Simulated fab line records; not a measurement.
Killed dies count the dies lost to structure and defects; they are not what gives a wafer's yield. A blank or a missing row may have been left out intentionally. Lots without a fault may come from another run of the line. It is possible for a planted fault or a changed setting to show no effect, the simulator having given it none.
Problem report, 8D (eight disciplines) form, completed by code	flow sky130	the parts of the form that need people (team, actions taken, sign-off) are left out

## 1. WHAT IS WRONG
At SKY_METAL4_ETCH_16, biasW averages 107.39 W over 3 wafers from 2 lots, while fault-free wafers read 100.01 W, standard deviation 0.28. Measured from the usual mean, that is +26 standard deviations.
The step: etches BARC in N2/H2, stops on SiO2, time 88.2 s, target depth 60 nm.
First observed at day 44 00:53: wafer L329.2, on rieMetal-01. At this step, 18 wafers from 6 lots have a number in the record. Rule for "out", or "out of limits": more than 4 standard deviations from the usual mean. Any other wafer with a number is counted as sound.

## 2. WHAT IT IS AND WHAT IT IS NOT
question	is	is not
which readings at this step	biasW	drypumpMotorCurrentA, oesProductAu
which lots	L329, L336	L324, L330, L334, L347
which wafers of those lots	L329.2, L329.6, L336.1	L329.4, L336.2, L336.4
read on which tools	rieMetal-01	rieMetal-02, rieMetal-04
when	from day 44 00:53	up to then (7 sound wafers); but 8 sound wafers of L334, L336, L347 came after

## 3. THE SUSPECTS, EACH WITH WHAT RULES IT OUT
Counting: a tool at a process step up to the reading stays a suspect if it ran every lot that is out. Sound lots after the first of them don't rule it out here, since some wafers of a struck lot are sound.
- rieMetal-01 at SKY_METAL4_DESCUM_15 (chemistry O2, time 8 s): kept. It processed each lot that is out (first: L329, day 44 00:51); up to then, its last sound lot is L330 (day 43 18:36).
- rieMetal-01 at SKY_METAL4_ETCH_16 (etches BARC in N2/H2, stops on SiO2, time 88.2 s, target depth 60 nm): kept. It processed each lot that is out (first: L329, day 44 00:53); up to then, its last sound lot is L330 (day 43 18:38). On those wafers its own readings are out: biasW.
- Within rieMetal-01 at SKY_METAL4_DESCUM_15: the wafers that are out ran in chamber 1; their sound lot-mates ran in chamber 0.
- Within rieMetal-01 at SKY_METAL4_ETCH_16: the wafers that are out ran in chamber 1; their sound lot-mates ran in chamber 0.
What counting leaves: rieMetal-01 at SKY_METAL4_DESCUM_15 and rieMetal-01 at SKY_METAL4_ETCH_16.

## 4. THE CAUSE (what the simulator had put in)
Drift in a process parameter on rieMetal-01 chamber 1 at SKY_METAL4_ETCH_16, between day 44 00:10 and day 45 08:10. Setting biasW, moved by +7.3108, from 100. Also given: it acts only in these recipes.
Counting left 2 suspects, and this tool is among them.

## 5. SEQUENCE OF EFFECTS, ordered by route
Each row: a reading whose mean over the struck wafers that have a number lies more than 3 standard deviations from the usual. Scope: only readings with a usual standard deviation given in the record; hours: median across lots of the time from each lot's start at the first step in this table that gives one to its start at this step; sigmas: change in usual standard deviations.
hours	step	reading	usual	on struck wafers	change	sigmas
0	SKY_METAL4_ETCH_16	biasW	100.01 W	107.39	+7.38	+26
Its process steps:
- SKY_METAL4_ETCH_16: etches BARC in N2/H2, stops on SiO2, time 88.2 s, target depth 60 nm.

## 6. HOW IT WOULD HAVE BEEN CAUGHT EARLIER
In this record the first reading out of limits was taken at day 44 00:53, 1 hour after the fault began at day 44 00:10.
